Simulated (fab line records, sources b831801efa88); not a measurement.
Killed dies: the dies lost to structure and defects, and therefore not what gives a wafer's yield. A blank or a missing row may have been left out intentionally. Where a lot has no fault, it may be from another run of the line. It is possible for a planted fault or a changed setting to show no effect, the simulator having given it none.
Which tool was responsible? -- flow sky130 -- 14 lots, 42 wafers sampled, at 3 steps of a route of 708

WHAT THE GAUGES SHOWED, per wafer
SKY_VT_ADJUST_LVTN_TW_MEAS_10. Usual: VT_ADJUST_LVTN_TW 243.1, standard deviation 2.5.
lot,measured,on,VT_ADJUST_LVTN_TW,flag
L512,day 6 19:29,film_metro-01,240.2 238.8 239.2,
L513,day 7 02:46,film_metro-02,244.2 245.2 244.4,
L514,day 7 08:25,film_metro-02,245.2 245.1 244.1,
L515,day 7 12:46,film_metro-02,245.2 243.4 246.2,
L516,day 7 22:29,film_metro-01,241.0 240.3 240.0,
L518,day 8 10:36,film_metro-03,245.9 247.0 245.1,
L523,day 9 20:08,film_metro-01,239.6 240.7 239.9,
L524,day 10 04:34,film_metro-02,245.6 243.9 244.6,
L525,day 10 09:31,film_metro-01,239.3 239.2 240.3,
L530,day 12 01:43,film_metro-03,244.6 245.5 245.3,
L531,day 12 05:58,film_metro-01,239.7 240.1 239.6,
L533,day 12 20:41,film_metro-01,241.2 240.7 240.7,
L534,day 13 00:13,film_metro-02,244.7 242.4 243.2,
L535,day 13 06:40,film_metro-02,243.2 243.2 242.7,

SKY_LI_CONTACT_CD_MEAS_12: target cd 170 nm. Usual: cd_nm at 170.2 nm, with a standard deviation of 1.6.
lot,measured,on,cd_nm (nm),flag
L512,day 29 00:16,cd_sem-01,169.0 169.6 170.0,
L513,day 29 07:38,cd_sem-01,170.1 170.7 171.1,
L514,day 29 19:44,cd_sem-01,168.6 170.0 169.0,
L515,day 30 03:42,cd_sem-02,171.1 170.6 170.1,
L516,day 30 12:31,cd_sem-01,168.9 169.1 170.8,
L518,day 31 16:46,cd_sem-01,171.1 172.6 171.4,
L523,day 32 13:50,cd_sem-02,171.3 168.9 171.1,
L524,day 32 21:48,cd_sem-02,170.7 170.4 169.4,
L525,day 33 06:22,cd_sem-02,168.9 170.4 166.8,
L530,day 35 11:25,cd_sem-02,173.6 172.3 173.6,
L531,day 35 12:41,cd_sem-02,169.6 170.7 171.2,
L533,day 35 20:18,cd_sem-02,172.8 171.1 172.9,
L534,day 36 00:53,cd_sem-01,168.1 165.3 166.9,
L535,day 36 08:52,cd_sem-01,169.7 169.5 170.3,

EACH LOT AND THE TOOL THAT RAN IT (in order: tool; ch and the chambers of the sampled wafers; start)
lot,SKY_SONOS_TUNNEL_CLEAN_13
L512,"wet_bench-02 ch 1, day 11 07:44"
L513,"wet_bench-03 ch 1, day 11 17:42"
L514,"wet_bench-04 ch 0, day 11 21:40"
L515,"wet_bench-02 ch 3, day 12 04:20"
L516,"wet_bench-04 ch 1, day 12 16:45"
L518,"wet_bench-02 ch 3, day 13 07:34"
L523,"wet_bench-02 ch 0, day 14 21:59"
L524,"wet_bench-04 ch 1, day 15 07:29"
L525,"wet_bench-02 ch 1, day 15 12:14"
L530,"wet_bench-04 ch 2, day 17 12:44"
L531,"wet_bench-04 ch 3, day 17 16:14"
L533,"wet_bench-02 ch 3, day 18 11:38"
L534,"wet_bench-02 ch 1, day 18 16:18"
L535,"wet_bench-02 ch 0, day 19 00:03"
- SKY_SONOS_TUNNEL_CLEAN_13: cleans in dHF, time 20 s.

AS READ BY THE TOOLS THEMSELVES (means over the sampled wafers that have a number; for cases with no such wafer, the mark the record gives instead)
The record holds no such reading with a usual standard deviation.

THE ANSWER, worked out from the rows above alone
Rule: a lot is off if the mean of its wafers that have a number lies more than 3 standard deviations from the usual mean. A lot without any number at a reading at which 4 lots or more have one is off too. All remaining lots with rows at the step are treated as sound. The gauges are gone through in route order, then the tools' own readings, and for those a lot's mean is taken as printed above. The first step at which some lot is off is used, and at that step the reading that is off furthest; a lot without a number counts as furthest.
Nothing can be told from this: no lot is off at any reading shown.

WHAT WAS PUT IN BY THE SIMULATOR
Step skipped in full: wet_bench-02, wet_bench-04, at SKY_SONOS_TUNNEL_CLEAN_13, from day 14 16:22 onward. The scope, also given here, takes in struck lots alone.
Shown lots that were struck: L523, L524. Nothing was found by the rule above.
